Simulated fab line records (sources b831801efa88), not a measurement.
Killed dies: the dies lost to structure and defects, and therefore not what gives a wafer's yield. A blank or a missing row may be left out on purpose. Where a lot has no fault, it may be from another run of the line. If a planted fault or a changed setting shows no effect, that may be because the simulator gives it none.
A lot that was struck, set against a sound lot    flow sky130    14 out of 708 route steps
Sound: these wafers, L471.1, L471.4, L471.6. Struck: wafers L457.3, L457.5, L457.6. At the end, the cause is stated.
Order at every step that has rows: each side's tool, ch and its chambers, its first start. Under that, the readings that differ: sound wafers    struck wafers    difference of the means    sigmas: that difference in standard deviations of wafers without a fault.
alike: readings whose means differ by less than 2 such deviations, and words and numbers that are the same on both sides. not compared: withheld readings, readings that some wafer has no value for, bounds like >300 that may hide the same value, and numbers for which the record gives no deviation and whose values overlap.
The two part at a step that has a row with sigmas, a row that says differs or no value, or rows on one side only. When numbers do not overlap yet have no deviation, they are printed without sigmas and do not part them. A reading that every wafer of one side lacks parts them only if that side has two wafers or more.

first, 4 steps without rows for these wafers: SKY_METAL3_STRIP_20 (strips in post etch residue remover, time 1200 s); SKY_METAL3_CLEAN_21 (cleans in IPA, time 180 s); SKY_METAL3_CLEAN_22 (cleans in O3/DIW); SKY_VIA3_HDPCVD_00 (deposits SiO2, target thk 1635 nm, time 272.5 s).
SKY_VIA3_THK_MEAS_01:
  sound on film-metro-02 at day 43 14:51; struck on film-metro-04 at day 39 23:53
  alike: VIA3_HDPCVD_THK
SKY_VIA3_CMP_02: polishes SiO2.
  sound on cmp-01 ch 0,2,3, day 43 14:55; struck on cmp-02 ch 0,3, day 39 23:55
  alike: motor-current-A
SKY_VIA3_BOW_MEAS_03:
  sound on film-metro-02 at day 43 15:13; struck on film-metro-02 at day 40 00:16
  alike: VIA3_BOW
then, 5 steps without rows for these wafers: SKY_VIA3_DEHYDRATE_04 (time 60 s); SKY_VIA3_HMDS_05 (prime time 60 s); SKY_VIA3_COAT_06 (resist thk 60 nm); SKY_VIA3_COAT_07 (resist thk 450 nm); SKY_VIA3_SOFTBAKE_08 (time 90 s).
SKY_VIA3_EXPOSE_09: exposes mask VIM3, target cd 200 nm.
  struck on krf-scanner-01, day 40 11:55; sound on krf-scanner-02 ch 0, day 44 04:05
  no value came back on the struck wafers for exposure-dose-mJ-cm2, focus-offset-nm (nm), na; on the sound wafers exposure-dose-mJ-cm2 reads 37.96 37.96 37.98
  alike: mask
following that, these wafers have no rows for 1 step: SKY_VIA3_PEB_10.

## WHERE THEY PART
Within this record, at SKY_VIA3_EXPOSE_09 only.

WHY: the cause the simulator had injected
Beginning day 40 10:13, the whole step at SKY_VIA3_EXPOSE_09 was skipped on krf-scanner-01. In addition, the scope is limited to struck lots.
